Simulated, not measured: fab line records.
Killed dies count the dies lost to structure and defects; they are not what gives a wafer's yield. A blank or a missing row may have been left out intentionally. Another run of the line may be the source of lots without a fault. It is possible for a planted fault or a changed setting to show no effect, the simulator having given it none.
2 desks, one fault -- flow gf180mcu -- each desk has only its own numbers; what lay behind them comes last

## FOR THE TOOL OWNER'S DESK: plasmaAsher-04
The tool's own readings at GF_PASSIVATION_STRIP_12 (strips in O2/N2): means of the sampled wafers that have a number, for each lot that ran on this tool. If a lot's mean is further than 4 standard deviations from the usual mean, the lot is out of limits and carries the mark OUT (the distance appears in the brackets).
Columns: A = drypumpMotorCurrentA at GF_PASSIVATION_STRIP_12, usual 6.1 A; B = heaterPowerW at GF_PASSIVATION_STRIP_12, usual 334 W; C = oesProductAu at GF_PASSIVATION_STRIP_12, usual 0.718 a.u.; D = stripTimeToEndpointS at GF_PASSIVATION_STRIP_12, usual 32.9 s
lot,first seen here,A,B,C,D
L347,day 31 03:31,6.1,428,0.720,33.4
L353,day 32 11:01,6.1,447,0.722,32.7
L354,day 32 17:56,6.1,450,0.716,33.0
L357,day 33 13:10,6.1,442,0.635 (-17) OUT,39.5 (+15) OUT
L364,day 35 01:27,6.2,400,0.633 (-18) OUT,39.1 (+14) OUT
This desk's verdict: out of limits on L357, L364, starting with L357 at day 33 13:10 (oesProductAu at GF_PASSIVATION_STRIP_12). L347, L353, L354 stayed within limits.

## FROM THE METROLOGY DESK
What the gauges read for every lot (on any tool): the sampled wafers with a number, averaged. If a lot's mean is further than 4 standard deviations from the usual mean, the lot is out of limits and carries the mark OUT (the distance appears in the brackets).
Columns: A = V5_CVD_02_THK at GF_V5_THK_MEAS_03, usual 1451 nm
lot,first seen here,A
L341,day 26 12:26,1478
L342,day 26 19:34,1427
L343,day 27 08:20,1446
L345,day 27 18:56,1441
L347,day 28 15:41,1436
L348,day 28 20:32,1442
L349,day 28 22:51,1459
L352,day 29 22:06,1461
L353,day 30 02:04,1426
L354,day 30 08:11,1442
L357,day 31 07:17,1453
L364,day 33 00:57,1475
Finding of this desk: none of the 12 lots has anything out of limits.

## ALL TOGETHER
The tool owner's desk had the chance to raise an alarm at day 33 13:10 on L357, L364.
Nothing out of limits was seen by the metrology desk.
The metrology desk has L357, L364 on record, within its limits.
The lots listed all ran GF_PASSIVATION_STRIP_12 on plasmaAsher-04.

## WHAT THE SIMULATOR HAD PUT IN
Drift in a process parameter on plasmaAsher-04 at GF_PASSIVATION_STRIP_12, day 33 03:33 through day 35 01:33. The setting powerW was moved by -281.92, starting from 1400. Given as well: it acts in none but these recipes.
Shown lots that were struck: L357, L364.
Hours from the fault's start to each desk's first reading out of limits: the tool owner's desk, 10.
